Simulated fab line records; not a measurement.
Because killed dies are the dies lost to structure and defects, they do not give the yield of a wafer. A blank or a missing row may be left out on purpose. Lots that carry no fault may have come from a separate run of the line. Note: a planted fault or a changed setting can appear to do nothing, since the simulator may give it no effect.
Chamber matching -- flow sky130 -- SKY_FIELD_ISO_CMP_27 on cmp-02: 4 sister chambers
The step polishes, stops on Si3N4, t overpolish 16 s, target thk 457.8 nm. 8 wafers are shown with their chamber, then 9 later ones without.

## WAFERS, EACH WITH ITS CHAMBER
wafer,chamber,time-to-endpoint-s (s),motor-current-A (A)
L880.2,0,114,12.9
L882.1,3,121,10.7
L890.1,1,108,11.5
L890.3,0,114,12.0
L890.4,2,116,12.2
L894.1,3,121,10.7
L894.4,2,119,12.0
L894.5,1,107,11.7

## WAFERS WITH NO CHAMBER GIVEN
wafer,time-to-endpoint-s (s),motor-current-A (A)
L895.1,110,12.0
L895.2,105,11.5
L895.4,119,10.4
L896.1,115,12.7
L896.4,108,12.3
L896.5,117,9.7
L897.2,116,10.8
L897.3,104,12.4
L897.4,115,12.1

## WHICH CHAMBER EACH ONE RAN IN
wafer,from the rows above,in truth
L895.1,can't be placed: 1 or 0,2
L895.2,1,1
L895.4,3,3
L896.1,can't be placed: 0 or 2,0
L896.4,1,1
L896.5,3,3
L897.2,can't be placed: 2 or 3 or 0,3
L897.3,1,1
L897.4,can't be placed: 0 or 2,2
5 of 9 placed correctly. Not placeable from these rows: 4 (in 3, the candidates include the true chamber). Wrongly placed: 0.
How it was worked out, from the rows above alone: a wafer's distance from a chamber is the root of the sum, over the readings, of the square of ((its reading less the chamber's mean) divided by the reading's scatter). The wafer belongs to the nearest chamber; if the next one is less than 2 further off, it can't be placed. A chamber's mean is the mean of its shown wafers. The scatter: take each reading less its chamber's mean, square it, sum over the shown wafers, divide by the number of wafers less the number of chambers, and take the root.
